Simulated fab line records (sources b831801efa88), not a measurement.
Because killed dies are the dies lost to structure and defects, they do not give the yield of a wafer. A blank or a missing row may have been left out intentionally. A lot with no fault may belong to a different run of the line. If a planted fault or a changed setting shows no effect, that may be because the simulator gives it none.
2 desks, one fault	flow sky130	each desk has only its own numbers; what lay behind them comes last

## THE METROLOGY DESK
What the gauges read for every lot (on any tool): the sampled wafers with a number, averaged. A lot is out of limits, marked OUT, if its mean lies more than 4 standard deviations from the usual mean; the brackets give that distance.
Columns: A = LDD_LDN_TW at SKY_LDD_LDN_TW_MEAS_13, usual 1489
lot	first seen here	A
L975	day 23 01:13	1492
L976	day 23 11:58	1491
L977	day 23 19:28	1489
L979	day 24 19:49	1483
L980	day 25 06:17	1485
L983	day 25 23:22	1494
L984	day 26 09:47	1497
L985	day 26 20:48	1499
L993	day 29 09:43	1485
L996	day 30 02:29	1484
L995	day 30 07:41	1488
L997	day 30 17:35	1499
L998	day 30 23:41	1480
This desk's finding: nothing out of limits on any of the 13 lots.

## AT THE TOOL OWNER'S DESK: litho_track-02
The tool's own readings at SKY_VT_ADJUST_LVTN_SOFTBAKE_14 (time 60 s): means of the sampled wafers that have a number, for each lot that ran on this tool. A lot is out of limits, marked OUT, if its mean lies more than 4 standard deviations from the usual mean; the brackets give that distance.
Columns: A = run_length_s at SKY_VT_ADJUST_LVTN_SOFTBAKE_14, usual 89.12 s
lot	first seen here	A
L976	day 7 14:39	88.75
L983	day 9 14:08	108.45 (+77) OUT
L984	day 9 18:39	108.47 (+77) OUT
L998	day 13 19:15	88.93
This desk finds L983, L984 out of limits, L983 being first, at day 9 14:08 (run_length_s at SKY_VT_ADJUST_LVTN_SOFTBAKE_14). L976, L998: within limits.

## ALL TOGETHER
An alarm could have come from the tool owner's desk at day 9 14:08, on L983, L984.
The metrology desk saw nothing out of limits.
The metrology desk has L983, L984 on record, within its limits.
SKY_VT_ADJUST_LVTN_SOFTBAKE_14 was run on litho_track-02 by each of the lots named.

## WHAT THE SIMULATOR PUT IN
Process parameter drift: litho_track-02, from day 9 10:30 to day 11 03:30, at SKY_VT_ADJUST_LVTN_SOFTBAKE_14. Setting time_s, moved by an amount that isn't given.
Struck lots among those shown: L983, L984.
Each desk's first reading out of limits, in hours after the fault started: the tool owner's desk, 4.
